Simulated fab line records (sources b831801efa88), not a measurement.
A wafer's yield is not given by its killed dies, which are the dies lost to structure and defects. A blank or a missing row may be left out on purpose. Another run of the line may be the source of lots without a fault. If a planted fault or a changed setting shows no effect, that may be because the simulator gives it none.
Which tool is to blame? | flow sky130 | 33 wafers from 11 lots sampled at 5 of the route's 708 steps

WHAT EACH GAUGE READ, for each wafer
SKY_VT_ADJUST_HVTR_CD_MEAS_07 targets a cd of 380 nm.
lot  | measured     | on       | cdNm (nm)
L796 | day 9 15:23  | cdSem-01 | 375.0 376.8 373.0
L797 | day 10 01:30 | cdSem-01 | 379.1 379.4 379.1
L798 | day 10 07:53 | cdSem-01 | 379.5 378.5 376.6
L801 | day 11 02:24 | cdSem-01 | 379.4 377.3 378.0
L805 | day 12 10:15 | cdSem-02 | 373.0 373.5 373.5
L806 | day 12 11:56 | cdSem-02 | 378.1 377.3 379.3
L807 | day 12 22:51 | cdSem-01 | 379.4 380.0 378.6
L808 | day 13 05:10 | cdSem-01 | 381.0 377.9 378.1
L809 | day 13 13:39 | cdSem-02 | 377.0 376.3 378.8
L818 | day 16 21:59 | cdSem-01 | 380.6 378.9 377.7
L819 | day 17 06:10 | cdSem-01 | 380.7 380.3 381.3

SKY_POLY_GATE_THK_MEAS_01.
lot  | measured     | on           | POLY_GATE_CVD_00_THK (nm)
L796 | day 14 03:34 | filmMetro-02 | 178.9 179.3 179.4
L797 | day 14 12:36 | filmMetro-02 | 180.7 180.5 182.4
L798 | day 14 23:43 | filmMetro-01 | 180.7 182.8 180.7
L801 | day 15 19:16 | filmMetro-03 | 180.9 181.3 179.4
L805 | day 17 07:30 | filmMetro-03 | 183.1 180.7 180.8
L806 | day 17 10:53 | filmMetro-03 | 180.1 180.1 179.4
L807 | day 17 21:40 | filmMetro-01 | 178.8 178.3 178.6
L808 | day 18 06:59 | filmMetro-02 | 127.2 126.7 129.5
L809 | day 18 18:44 | filmMetro-01 | 126.5 124.9 125.4
L818 | day 22 08:52 | filmMetro-03 | 181.1 181.8 183.0
L819 | day 22 19:19 | filmMetro-02 | 183.6 183.0 184.0

SKY_METAL1_OVL_MEAS_16.
lot  | measured     | on         | METAL1_OVL (nm)
L796 | day 32 22:42 | overlay-01 | -8 -3 -12
L797 | day 33 07:01 | overlay-02 | 0 3 -8
L798 | day 33 17:43 | overlay-01 | -2 -3 -1
L801 | day 34 14:37 | overlay-02 | 0 -4 -6
L805 | day 35 21:49 | overlay-01 | 5 0 0
L806 | day 36 04:06 | overlay-01 | -1 -6 1
L807 | day 36 11:27 | overlay-02 | -1 -8 0
L808 | day 36 19:53 | overlay-02 | -8 -8 -10
L809 | day 37 04:59 | overlay-02 | 5 9 11
L818 | day 40 05:29 | overlay-02 | 0 -4 -2
L819 | day 40 12:01 | overlay-02 | 5 6 1

EACH LOT AND THE TOOL THAT RAN IT (in order: tool; ch and the chambers of the sampled wafers; start)
lot  | SKY_POLY_GATE_CVD_00        | SKY_POLY_GATE_ETCH_17
L796 | lpcvd-01 ch 0, day 14 02:22 | rieSi-01 ch 0,1,3, day 16 11:44
L797 | lpcvd-01 ch 0, day 14 11:24 | rieSi-02 ch 0,1, day 16 21:20
L798 | lpcvd-01 ch 1, day 14 22:31 | rieSi-01 ch 0,1,2, day 17 09:29
L801 | lpcvd-01 ch 1, day 15 18:04 | rieSi-01 ch 1,2,3, day 18 08:05
L805 | lpcvd-01 ch 1, day 17 06:17 | rieSi-02 ch 1,2, day 19 21:56
L806 | lpcvd-01 ch 1, day 17 09:41 | rieSi-02 ch 1,2, day 20 02:35
L807 | lpcvd-01 ch 0, day 17 20:28 | rieSi-01 ch 0,1,3, day 20 12:50
L808 | lpcvd-01 ch 0, day 18 05:47 | rieSi-02 ch 0,2,3, day 20 21:59
L809 | lpcvd-01 ch 0, day 18 16:55 | rieSi-01 ch 1,2,3, day 21 11:15
L818 | lpcvd-01 ch 0, day 22 07:40 | rieSi-02 ch 0,1,2, day 24 23:44
L819 | lpcvd-01 ch 1, day 22 18:05 | rieSi-01 ch 2,3, day 25 09:35
- SKY_POLY_GATE_CVD_00: deposits poly-Si, target thk 180 nm, time 720 s.
- SKY_POLY_GATE_ETCH_17: etches poly-Si in HBr/Cl2, stops on SiO2, target depth 180 nm, time 70.5 s.

AS READ BY THE TOOLS THEMSELVES (means over the sampled wafers that have a number; for cases with no such wafer, the mark the record gives instead)
SKY_POLY_GATE_CVD_00.
lot  | tool     | pressureMtorr (mTorr) | susceptorTempC (C)
L796 | lpcvd-01 | 200.2                 | 619.96
L797 | lpcvd-01 | 200.3                 | 619.68
L798 | lpcvd-01 | 199.4                 | 620.42
L801 | lpcvd-01 | 199.5                 | 620.38
L805 | lpcvd-01 | 200.0                 | 619.99
L806 | lpcvd-01 | 199.5                 | 619.76
L807 | lpcvd-01 | 200.0                 | 620.04
L808 | lpcvd-01 | 99.9                  | 619.82
L809 | lpcvd-01 | 100.1                 | 620.01
L818 | lpcvd-01 | 199.7                 | 619.84
L819 | lpcvd-01 | 200.3                 | 620.43

SKY_POLY_GATE_ETCH_17.
lot  | tool     | HBr_flow_sccm (sccm) | drypumpMotorCurrentA (A) | oesProductAu (a.u.) | throttleValvePct (%)
L796 | rieSi-01 | 150.0                | 5.7                      | 0.985               | 33.684
L797 | rieSi-02 | 150.0                | 5.2                      | 0.977               | 33.685
L798 | rieSi-01 | 149.8                | 6.1                      | 0.998               | 33.692
L801 | rieSi-01 | 149.8                | 6.1                      | 0.994               | 33.682
L805 | rieSi-02 | 150.1                | 5.2                      | 0.976               | 33.693
L806 | rieSi-02 | 150.3                | 5.2                      | 0.980               | 33.675
L807 | rieSi-01 | 149.7                | 5.8                      | 0.986               | 33.690
L808 | rieSi-02 | 150.1                | 5.8                      | 0.790               | 33.676
L809 | rieSi-01 | 150.5                | 6.1                      | 0.776               | 33.694
L818 | rieSi-02 | 150.3                | 5.4                      | 0.985               | 33.677
L819 | rieSi-01 | 149.8                | 6.3                      | 1.000               | 33.681

THE ANSWER, worked out from the rows above alone
Rule: usual is defined by the lots themselves. Put in order of their means at a reading, lots are off if they are a third of the lots or fewer, leave a main group of 4 or more, and stand apart from it by a gap of 3 or more times the standard deviation of the main group's means; of several such gaps the widest counts. A main group is skipped when, at the precision printed for the reading in the tables above, its means are all equal. Also off: a lot with no number at a reading for which 4 or more lots have one. Where the step has rows for the other lots, those lots are counted as sound. First the gauges in route order, then the tools' own readings, where a lot's mean is used as printed above. At the first step where some lot is off, the reading lying furthest off is the one used; lots without a number count as furthest.
Off: at SKY_POLY_GATE_THK_MEAS_01 (POLY_GATE_CVD_00_THK), L808, L809. Main group: mean 180.9 nm, sd 1.4.
A tool fits if, at a process step before that reading, it ran every lot that is off, and no sound lot after the first of them. The gauges at SKY_POLY_GATE_THK_MEAS_01 aren't tried: what is off there is off at SKY_POLY_GATE_CVD_00 too, on other tools, and a gauge's error can't cause that. Of those tried, none fits.

WHAT THE SIMULATOR PUT IN
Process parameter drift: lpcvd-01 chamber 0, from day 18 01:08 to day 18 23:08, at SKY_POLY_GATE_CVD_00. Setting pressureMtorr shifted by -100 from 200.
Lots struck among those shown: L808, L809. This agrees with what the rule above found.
